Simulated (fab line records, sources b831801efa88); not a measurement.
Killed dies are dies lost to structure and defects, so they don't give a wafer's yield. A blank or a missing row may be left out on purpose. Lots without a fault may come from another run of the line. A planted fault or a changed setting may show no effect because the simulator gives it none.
Chamber matching | flow sky130 | SKY_VIA3_ETCH_15 on rie_diel-04: 4 sister chambers
The step etches SiO2 in C4F8/O2/Ar, stops on TiN, target depth 507 nm, time 78 s. 4 wafers are shown with their chamber, then 11 later ones without.

WAFERS WITH THEIR CHAMBER
wafer  | chamber | oes_product_au (a.u.)
L081.3 | 2       | 0.938
L089.2 | 3       | 0.951
L089.3 | 0       | 0.936
L089.4 | 1       | 0.944

WAFERS WITHOUT THEIR CHAMBER
wafer  | oes_product_au (a.u.)
L089.5 | 0.949
L089.6 | 0.948
L092.1 | 0.951
L092.4 | 0.947
L092.5 | 0.955
L094.1 | 0.948
L094.3 | 0.955
L094.4 | 0.953
L096.3 | 0.959
L096.4 | 0.944
L096.5 | 0.949

WHICH CHAMBER EACH WENT THROUGH
wafer  | from the rows above          | in truth
L089.5 | can't be placed: 3 or 1      | 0
L089.6 | can't be placed: 3 or 1 or 2 | 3
L092.1 | can't be placed: 3 or 1      | 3
L092.4 | can't be placed: 1 or 3 or 2 | 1
L092.5 | can't be placed: 3 or 1      | 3
L094.1 | can't be placed: 3 or 1 or 2 | 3
L094.3 | can't be placed: 3 or 1      | 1
L094.4 | can't be placed: 3 or 1      | 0
L096.3 | can't be placed: 3 or 1      | 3
L096.4 | can't be placed: 1 or 2 or 3 | 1
L096.5 | can't be placed: 3 or 1      | 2
Placed correctly: 0 of 11. Can't be placed from these rows: 11 (the true chamber is among the candidates in 8). Placed wrongly: 0.
How it was worked out, from the rows above alone: a wafer's distance from a chamber is the root of the sum, over the readings, of the square of ((its reading less the chamber's mean) divided by the reading's scatter). The wafer belongs to the nearest chamber; if the next one is less than 2 further off, it can't be placed. A chamber's mean is the mean of its shown wafers. The scatter: with one shown wafer a chamber, the root of the mean of the squares of how far each hidden wafer lies from its nearest shown one.
